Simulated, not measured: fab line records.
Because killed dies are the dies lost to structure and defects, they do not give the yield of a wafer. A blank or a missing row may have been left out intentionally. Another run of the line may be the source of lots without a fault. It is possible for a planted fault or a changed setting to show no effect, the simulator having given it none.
Lot-split experiment | flow sfq line | on a route of 325 steps: 5 lots, 23 wafers read

## ABOUT THE SPLIT
At SFQ_TRILAYER_M6_LITHO_COAT_164 (resist thk 62 nm), the setting spin rpm was moved away from the recipe's 3000 rpm on 5 of the 23 wafers read, by -6.4% to +3.2%. For the rest of the wafers, this setting stayed at what the recipe calls for.

Reading taken at the split's own step.

## THE READING
BARC_of_TRILAYER_M6_LITHO_COAT_164.thk nm (the simulator's own value, which no gauge read), in nm, at SFQ_TRILAYER_M6_LITHO_COAT_164 (resist thk 62 nm). No usual value for it is given in the file. Across the 18 wafers here that went through the recipe, the average is 61.85 nm and the standard deviation 0.14 nm.

wafer  | tool, chamber at the split | spin rpm as run, rpm | against the recipe | BARC_of_TRILAYER_M6_LITHO_COAT_164.thk nm, nm | against lot-mates on the recipe
L074.2 | litho track-04, 0          | 3000                 | recipe             | 61.86                                         | -
L074.3 | litho track-04, 0          | 3000                 | recipe             | 61.83                                         | -
L074.4 | litho track-04, 0          | 3000                 | recipe             | 61.61                                         | -
L074.5 | litho track-04, 0          | 3000                 | recipe             | 61.8                                          | -
L074.6 | litho track-04, 0          | 3000                 | recipe             | 61.84                                         | -
L079.1 | litho track-03, 0          | 3000                 | recipe             | 61.95                                         | -
L079.3 | litho track-03, 0          | 3000                 | recipe             | 61.87                                         | -
L079.6 | litho track-03, 0          | 3000                 | recipe             | 62.07                                         | -
L081.1 | litho track-03, 0          | 2807                 | -6.4%              | 63.86                                         | +2.00
L081.2 | litho track-03, 0          | 3000                 | recipe             | 61.75                                         | -
L081.3 | litho track-03, 0          | 3000                 | recipe             | 61.94                                         | -
L081.4 | litho track-03, 0          | 3000                 | recipe             | 61.9                                          | -
L081.6 | litho track-03, 0          | 2807                 | -6.4%              | 63.94                                         | +2.08
L084.1 | litho track-04, 0          | 3000                 | recipe             | 62.1                                          | -
L084.3 | litho track-04, 0          | 3095                 | +3.2%              | 61.16                                         | -0.90
L084.4 | litho track-04, 0          | 3095                 | +3.2%              | 61.01                                         | -1.05
L084.5 | litho track-04, 0          | 3000                 | recipe             | 62.01                                         | -
L084.6 | litho track-04, 0          | 3095                 | +3.2%              | 60.99                                         | -1.06
L085.2 | litho track-03, 0          | 3000                 | recipe             | 61.72                                         | -
L085.3 | litho track-03, 0          | 3000                 | recipe             | 61.65                                         | -
L085.4 | litho track-03, 0          | 3000                 | recipe             | 61.75                                         | -
L085.5 | litho track-03, 0          | 3000                 | recipe             | 61.97                                         | -
L085.6 | litho track-03, 0          | 3000                 | recipe             | 61.64                                         | -

FIT RESULTS
A straight line over all 23 wafers: BARC_of_TRILAYER_M6_LITHO_COAT_164.thk nm changes by -0.3 nm for each +1% of spin rpm; r = -0.98; the points scatter about the line by 0.15 nm.
The same after taking each lot's own level away (the mean of its wafers on the recipe; 23 wafers): -0.317 nm for each +1%; r = -0.99; scatter 0.092 nm.
The reading moves by 2 nm for the largest change in spin rpm, on that fit.
Across the lots, their own levels run from 61.746 to 62.055 nm, a range of 2.2 times the standard deviation given above.
The two slopes are in agreement: the lot-to-lot level therefore moves the slope only a little.
Check: for one of the wafers moved furthest among these (-6.4%), held out of the fit, the line's prediction against its lot-mates is +2.06 nm. Against them it came out at +2 nm.

## FURTHER SPLITS ON THESE WAFERS
Other splits were also applied to these wafers ahead of the reading. Each is held against what the fit with the lots' levels taken away leaves over:
other split on the same wafers                | wafers away from the commonest value | r with BARC_of_TRILAYER_M6_LITHO_COAT_164.thk nm (lot level and that fit taken away)
SFQ_TRILAYER_R5_DEP_SPUTTER_133 power w       | 5                                    | -0.02
SFQ_TRILAYER_R5_LITHO_PEB_139 peb time s      | 9                                    | -0.25
SFQ_TRILAYER_I5_LITHO_COAT_144 spin rpm       | 9                                    | -0.22
SFQ_TRILAYER_I5_ETCH_VIA_ETCH_147 bias w      | 8                                    | +0.08
SFQ_TRILAYER_C5_BARC_OPEN_VIA_ETCH_210 bias w | 7                                    | -0.26
SFQ_TRILAYER_M6_DEP_SPUTTER_157 time s        | 5                                    | -0.02

## THE FILE'S OWN FIT
BARC_of_TRILAYER_M6_LITHO_COAT_164.thk nm changes by -0.316 nm for each +1% of spin rpm, r = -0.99.
